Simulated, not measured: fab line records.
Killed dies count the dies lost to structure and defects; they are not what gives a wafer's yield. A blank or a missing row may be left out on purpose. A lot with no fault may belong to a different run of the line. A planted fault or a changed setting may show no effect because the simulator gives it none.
Split-lot study -- flow sfqLine -- 23 wafers read from 5 lots, route of 325 steps

THE SPLIT ITSELF
At SFQ_TRILAYER_I1_VIA_LITHO_COAT_049 (resist thk 650 nm), the setting spinRpm was moved away from the recipe's 3000 rpm on 9 of the 23 wafers read, by -7.3% to +5.7%. The other wafers ran this setting at the recipe's value.

FROM THE SPLIT TO THE READING: what the file shows between them, 4 steps
- SFQ_TRILAYER_I1_VIA_LITHO_SOFTBAKE_053
- SFQ_TRILAYER_I1_VIA_LITHO_EXPOSE_050: exposes mask I1, target cd 500 nm
- SFQ_TRILAYER_I1_VIA_LITHO_DEVELOP_051: time 60 s
- SFQ_TRILAYER_I1_VIA_BARC_OPEN_VIA_ETCH_071: etches BARC in O2, target depth 125 nm, time 41.7 s

THE READING
KrF_of_TRILAYER_I1_VIA_LITHO_COAT_049.thkNm (the simulator's own value, which no gauge read), in nm, at SFQ_TRILAYER_I1_VIA_ETCH_VIA_ETCH_052 (etches SiO2 in CHF3, stops on Nb, target depth 260 nm). The file does not state a usual value for it. Across the 14 wafers here that went through the recipe, the average is 529.0 nm and the standard deviation 3 nm.

wafer,"tool, chamber at the split","spinRpm as run, rpm",against the recipe,"KrF_of_TRILAYER_I1_VIA_LITHO_COAT_049.thkNm, nm",against lot-mates on the recipe
L077.1,"lithoTrack-03, 0",2919,-2.7%,537,+3.9
L077.2,"lithoTrack-03, 0",2919,-2.7%,538.2,+5.1
L077.3,"lithoTrack-03, 0",2919,-2.7%,542.1,+9.0
L077.4,"lithoTrack-03, 0",3000,recipe,533.8,-
L077.6,"lithoTrack-03, 0",3000,recipe,532.5,-
L078.1,"lithoTrack-02, 0",3000,recipe,524.8,-
L078.2,"lithoTrack-02, 0",3000,recipe,529.1,-
L078.3,"lithoTrack-02, 0",3000,recipe,526.6,-
L078.5,"lithoTrack-02, 0",3000,recipe,528.1,-
L078.6,"lithoTrack-02, 0",3000,recipe,526.2,-
L079.1,"lithoTrack-03, 0",3171,+5.7%,509.8,-21.4
L079.2,"lithoTrack-03, 0",3000,recipe,528,-
L079.3,"lithoTrack-03, 0",3171,+5.7%,514.5,-16.8
L079.4,"lithoTrack-03, 0",3171,+5.7%,514.8,-16.5
L079.6,"lithoTrack-03, 0",3000,recipe,534.5,-
L082.1,"lithoTrack-04, 0",3000,recipe,525.9,-
L082.3,"lithoTrack-04, 0",2782,-7.3%,551.9,+25.2
L082.4,"lithoTrack-04, 0",2782,-7.3%,551.4,+24.7
L082.5,"lithoTrack-04, 0",2782,-7.3%,554.2,+27.5
L082.6,"lithoTrack-04, 0",3000,recipe,527.5,-
L084.1,"lithoTrack-03, 0",3000,recipe,531.3,-
L084.4,"lithoTrack-03, 0",3000,recipe,526.7,-
L084.5,"lithoTrack-03, 0",3000,recipe,530.5,-

FIT RESULTS
A straight line over all 23 wafers: KrF_of_TRILAYER_I1_VIA_LITHO_COAT_049.thkNm changes by -3.1 nm for each +1% of spinRpm; r = -0.97; the points scatter about the line by 2.9 nm.
The same after taking each lot's own level away (the mean of its wafers on the recipe; 23 wafers): -3.32 nm for each +1%; r = -0.98; scatter 2.4 nm.
The reading moves by 24 nm for the largest change in spinRpm, on that fit.
The lots' own levels span 526.70 to 533.15 nm, that is 2.2 times the standard deviation above.
The two slopes agree, so the slope changes little with the lot-to-lot level.
Check: with one of the wafers moved furthest among these (-7.3%) left out of the fit, the line predicts +23.8 nm for it against its lot-mates. Against them it came out at +25.2 nm.

FURTHER SPLITS ON THESE WAFERS
Before the reading, these wafers also passed through other splits. Each is held against what the fit with the lots' levels taken away leaves over:
other split on the same wafers,wafers away from the commonest value,r with KrF_of_TRILAYER_I1_VIA_LITHO_COAT_049.thkNm (lot level and that fit taken away)
SFQ_TRILAYER_M1_BARC_OPEN_METAL_ETCH_054 icpW,7,-0.11

THE WHOLE CHAIN: every reading that the file lists as answering this split, in the file's order
step,what it does,reading,change (the file's fit),r (the file's)
SFQ_TRILAYER_I1_VIA_LITHO_COAT_049,resist thk 650 nm,"KrF_of_TRILAYER_I1_VIA_LITHO_COAT_049.thkNm (the simulator's own value, which no gauge read)",-3.49 nm for each +1% of the setting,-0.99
SFQ_TRILAYER_I1_VIA_BARC_OPEN_VIA_ETCH_071,"etches BARC in O2, target depth 125 nm, time 41.7 s","KrF_of_TRILAYER_I1_VIA_LITHO_COAT_049.thkNm (the simulator's own value, which no gauge read)",-3.4 nm for each +1% of the setting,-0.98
SFQ_TRILAYER_I1_VIA_ETCH_VIA_ETCH_052,"etches SiO2 in CHF3, stops on Nb, target depth 260 nm","KrF_of_TRILAYER_I1_VIA_LITHO_COAT_049.thkNm (the simulator's own value, which no gauge read)",-3.32 nm for each +1% of the setting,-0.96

FILE'S OWN FIT
KrF_of_TRILAYER_I1_VIA_LITHO_COAT_049.thkNm changes by -3.32 nm for each +1% of spinRpm, r = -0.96.
